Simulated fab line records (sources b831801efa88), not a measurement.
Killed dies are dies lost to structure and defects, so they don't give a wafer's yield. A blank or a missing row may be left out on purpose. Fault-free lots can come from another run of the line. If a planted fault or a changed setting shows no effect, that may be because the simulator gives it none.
Comparing a struck lot with a sound one    flow sfqLine    42 steps out of a route of 325
Sound: the wafers L204.4, L204.5, L204.6. Struck: wafers L216.3, L216.4. (L216.1 of the same lot was not struck and is left out.) The cause comes at the end.
At each step with rows: each side's tool, then ch and its chambers, then its first start. Under that, the readings that differ: sound wafers    struck wafers    difference of the means    sigmas: that difference in standard deviations of wafers without a fault.
alike: readings with means less than 2 such deviations apart, plus words and numbers identical on both sides. not compared: withheld readings, readings lacking a value on some wafer, bounds such as >300 that could conceal the same value, and numbers that have no deviation in the record and whose values overlap.
A row with sigmas, a row that says differs or no value, or rows on one side alone: a step with any of these is where the two part. Numbers that have no deviation but don't overlap get no sigmas and don't part them. A reading that every wafer of one side lacks parts them only if that side has two wafers or more.

first, 6 steps without rows for these wafers: SFQ_TRILAYER_M0_LITHO_COAT_026 (resist thk 62 nm); SFQ_TRILAYER_M0_LITHO_COAT_021 (resist thk 600 nm); SFQ_TRILAYER_M0_LITHO_SOFTBAKE_025; SFQ_TRILAYER_M0_LITHO_EXPOSE_022 (exposes mask M0, target cd 500 nm); SFQ_TRILAYER_M0_LITHO_PEB_024 (peb time 60 s); SFQ_TRILAYER_M0_LITHO_DEVELOP_023 (time 60 s).
SFQ_M0_OVL_MEAS_906:
  sound: overlay-01 at day 8 03:46; struck: overlay-02 at day 10 23:56
  alike: M0_OVL
then, 4 steps without rows for these wafers: SFQ_TRILAYER_M0_BARC_OPEN_METAL_ETCH_031 (etches BARC in O2, target depth 125 nm, time 41.7 s); SFQ_TRILAYER_M0_ETCH_METAL_ETCH_024 (etches Nb in Cl2/Ar, stops on SiO2, target depth 240 nm, time 120 s); SFQ_TRILAYER_M0_STRIP_STRIP_025 (strips in O2); SFQ_TRILAYER_M0_STRIP_SOLV_CLEAN_026 (cleans in NMP, time 600 s).
SFQ_TRILAYER_I0_DEP_PECVD_027: deposits SiO2 from SiH4/N2O, time 111.11 s, target thk 500 nm.
  sound on pecvd-01 ch 0,1,2, day 8 04:47; struck on pecvd-02 ch 0,2, day 11 00:57
  alike: heaterPowerOuterW, heaterPowerW, showerheadVppV, throttleValvePct
SFQ_TRILAYER_I0_CMP_CMP_028: polishes SiO2.
  sound on cmp-02 ch 0,1,2, day 8 11:13; struck on cmp-02 ch 0,2, day 11 02:00
reading                                             sound              struck       difference  sigmas
timeToEndpointS (s)                                 227 231 220        167 176      -54         -8
model.SiO2_of_TRILAYER_I0_DEP_PECVD_027.thkNm (nm)  199.3 199.4 199.7  249.9 249.3  +50.1       
  alike: motorCurrentA
SFQ_I0_BOW_MEAS_907:
  sound: filmMetro-04 at day 8 13:17; struck: filmMetro-04 at day 11 05:00
  alike: I0_BOW
SFQ_TRILAYER_I0_METRO_MEASURE_029:
  sound: filmMetro-04 at day 8 13:56; struck: filmMetro-04 at day 11 05:07
reading     sound              struck       difference  sigmas
thkNm (nm)  199.2 199.3 199.7  249.9 249.3  +50.2       +46
then, 6 steps without rows for these wafers: SFQ_TRILAYER_I0_VIA_LITHO_COAT_036 (resist thk 62 nm); SFQ_TRILAYER_I0_VIA_LITHO_COAT_031 (resist thk 650 nm); SFQ_TRILAYER_I0_VIA_LITHO_SOFTBAKE_035; SFQ_TRILAYER_I0_VIA_LITHO_EXPOSE_032 (exposes mask I0, target cd 500 nm); SFQ_TRILAYER_I0_VIA_LITHO_PEB_034 (peb time 60 s); SFQ_TRILAYER_I0_VIA_LITHO_DEVELOP_033 (time 60 s).
-- the record jumps here: 5 days lie between the struck wafers' starts before and after --
SFQ_I0_OVL_MEAS_908:
  sound: overlay-01 at day 12 08:22; struck: overlay-02 at day 15 18:35
  alike: I0_OVL
SFQ_TRILAYER_I0_VIA_BARC_OPEN_VIA_ETCH_046: etches BARC in O2, target depth 125 nm, time 41.7 s.
  sound on rieDiel-01 ch 0,1, day 12 08:23; struck on rieDiel-02 ch 0,1, day 15 18:38
  alike: drypumpMotorCurrentA, oesProductAu
  not compared: rfHoursCounterH
SFQ_TRILAYER_I0_VIA_ETCH_VIA_ETCH_034: etches SiO2 in CHF3, stops on Nb, target depth 260 nm.
  sound on rieDiel-01 ch 0,1, day 12 08:25; struck on rieDiel-02 ch 0,1, day 15 18:40
reading                       sound              struck       difference  sigmas
oesProductAu (a.u.)           0.859 0.849 0.852  0.978 0.972  +0.122      +25
model.etch.depthNm (nm)       199.3 199.4 199.7  249.9 249.3  +50.1       
model.I0.featureDepthNm (nm)  199.3 199.4 199.7  249.9 249.3  +50.1       
  alike: drypumpMotorCurrentA
then, 2 steps without rows for these wafers: SFQ_TRILAYER_I0_VIA_STRIP_STRIP_035 (strips in O2); SFQ_TRILAYER_I0_VIA_STRIP_SOLV_CLEAN_036 (cleans in NMP, time 600 s).
SFQ_TRILAYER_M1_DEP_PRE_CLEAN_038: time 22.5 s.
  sound: pvdSputter-05 at day 12 09:18; struck: pvdSputter-06 at day 15 19:33
reading                                             sound              struck       difference  sigmas
model.SiO2_of_TRILAYER_I0_DEP_PECVD_027.thkNm (nm)  191.8 191.9 192.2  242.4 241.8  +50.1       
SFQ_TRILAYER_M1_DEP_SPUTTER_037: material Nb, target thk 200 nm, time 133.3 s.
  sound: pvdSputter-05 at day 12 09:20; struck: pvdSputter-06 at day 15 19:35
  alike: resputterCathodeVoltageV, throttleValvePct
SFQ_M1_RS_MEAS_909: measures by four-point-probe.
  sound: filmMetro-03 at day 12 09:29; struck: filmMetro-03 at day 15 19:40
  alike: M1_NB_RS
then, 6 steps without rows for these wafers: SFQ_TRILAYER_M1_LITHO_COAT_044 (resist thk 62 nm); SFQ_TRILAYER_M1_LITHO_COAT_039 (resist thk 600 nm); SFQ_TRILAYER_M1_LITHO_SOFTBAKE_043; SFQ_TRILAYER_M1_LITHO_EXPOSE_040 (exposes mask M1, target cd 500 nm); SFQ_TRILAYER_M1_LITHO_PEB_042 (peb time 60 s); SFQ_TRILAYER_M1_LITHO_DEVELOP_041 (time 60 s).
-- the record jumps here: 5 days lie between the struck wafers' starts before and after --
SFQ_M1_OVL_MEAS_911:
  sound: overlay-02 at day 17 01:49; struck: overlay-02 at day 21 02:14
  alike: M1_OVL
then, 1 step without rows for these wafers: SFQ_TRILAYER_M1_BARC_OPEN_METAL_ETCH_054 (etches BARC in O2, target depth 125 nm, time 41.7 s).
SFQ_TRILAYER_M1_ETCH_METAL_ETCH_042: etches Nb in Cl2/Ar, stops on SiO2, target depth 240 nm, time 120 s.
  sound on rieMetal-04 ch 0,1, day 17 01:58; struck on rieMetal-02 ch 0,1, day 21 02:20
  alike: drypumpMotorCurrentA, oesProductAu
  not compared: rfHoursCounterH
then, 2 steps without rows for these wafers: SFQ_TRILAYER_M1_STRIP_STRIP_043 (strips in O2); SFQ_TRILAYER_M1_STRIP_SOLV_CLEAN_044 (cleans in NMP, time 600 s).
SFQ_TRILAYER_I1_DEP_PECVD_045: deposits SiO2 from SiH4/N2O, time 111.11 s, target thk 500 nm.
  sound on pecvd-01 ch 0,1,2, day 17 03:05; struck on pecvd-01 ch 0,1, day 21 03:14
  alike: heaterPowerOuterW, heaterPowerW, showerheadVppV, throttleValvePct
-- the record jumps here: 66 days lie between the struck wafers' starts before and after --
SFQ_M8_BOW_MEAS_951:
  sound: filmMetro-04 at day 84 05:31; struck: filmMetro-04 at day 86 20:19
reading                 sound              struck       difference  sigmas
M8_BOW (um)             24 23 14           -2 -6        -24         -2
model.etest.i0.linkOhm  1.955 1.954 1.957  2.013 1.994  +0.048      

WHERE THEY PART
First at SFQ_TRILAYER_I0_CMP_CMP_028; last, within this record, at SFQ_M8_BOW_MEAS_951.

WHY: whatever the simulator had introduced
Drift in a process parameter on cmp-02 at SFQ_TRILAYER_I0_CMP_CMP_028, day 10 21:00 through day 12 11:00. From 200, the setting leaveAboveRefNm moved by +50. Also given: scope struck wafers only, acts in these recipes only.
